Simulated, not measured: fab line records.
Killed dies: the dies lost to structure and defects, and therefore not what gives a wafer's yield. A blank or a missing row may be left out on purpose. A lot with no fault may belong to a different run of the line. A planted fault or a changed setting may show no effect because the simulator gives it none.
A single fault, viewed from 2 desks | flow gf180mcu | only its own numbers are on each desk; what lay behind them is given at the end

== AT THE METROLOGY DESK ==
What the gauges read for every lot (on any tool): the sampled wafers with a number, averaged. If a lot's mean is further than 4 standard deviations from the usual mean, the lot is out of limits and carries the mark OUT (the distance appears in the brackets).
Columns: A = cd-nm at GF_TOP_METAL_CD_MEAS_14, usual 440.4 nm; B = TOP_METAL_OVL at GF_TOP_METAL_OVL_MEAS_15, usual -1.6 nm
lot  | first seen here | A     | B
L277 | day 28 16:22    | 446.3 | -2.3
L279 | day 29 04:11    | 437.5 | -3.6
L280 | day 29 08:59    | 437.3 | 0.6
L282 | day 29 15:16    | 441.8 | -1.5
L283 | day 30 01:58    | 442.4 | -0.9
L284 | day 30 08:16    | 439.7 | -2.2
L286 | day 31 07:28    | 438.0 | -0.0
L287 | day 31 11:32    | 436.1 | -2.5
L288 | day 31 14:10    | 441.8 | 0.1
L289 | day 31 20:50    | 440.4 | -1.3
L291 | day 32 09:34    | 442.8 | -0.4
L298 | day 33 23:52    | 443.7 | -0.4
This desk found nothing out of limits on any of the 12 lots.

== TOOL OWNER'S DESK, pvd-sputter-03 ==
The tool's own readings at GF_TOP_METAL_SPUTTER_03 (material Ti, target thk 5 nm, time 3.3 s): means of the sampled wafers that have a number, for each lot that ran on this tool. If a lot's mean is further than 4 standard deviations from the usual mean, the lot is out of limits and carries the mark OUT (the distance appears in the brackets).
Columns: A = chamber-pressure-pa at GF_TOP_METAL_SPUTTER_03, usual 0.2999 Pa; B = throttle-valve-pct at GF_TOP_METAL_SPUTTER_03, usual 30.5 %
lot  | first seen here | A      | B
L277 | day 27 20:06    | 0.2997 | 30.5
L280 | day 28 12:52    | 0.2993 | 31.2
L284 | day 29 13:46    | 0.3008 | 31.0
L288 | day 30 20:48    | 0.3000 | 31.0
L289 | day 31 03:01    | 0.2995 | 30.9
L291 | day 31 16:25    | 0.3001 | 31.1
This desk found nothing out of limits on any of the 6 lots.

== PUT TOGETHER ==
Metrology desk: nothing out of limits seen.
The desk of the tool owner found nothing out of limits.

== WHAT THE SIMULATOR HAD INSERTED ==
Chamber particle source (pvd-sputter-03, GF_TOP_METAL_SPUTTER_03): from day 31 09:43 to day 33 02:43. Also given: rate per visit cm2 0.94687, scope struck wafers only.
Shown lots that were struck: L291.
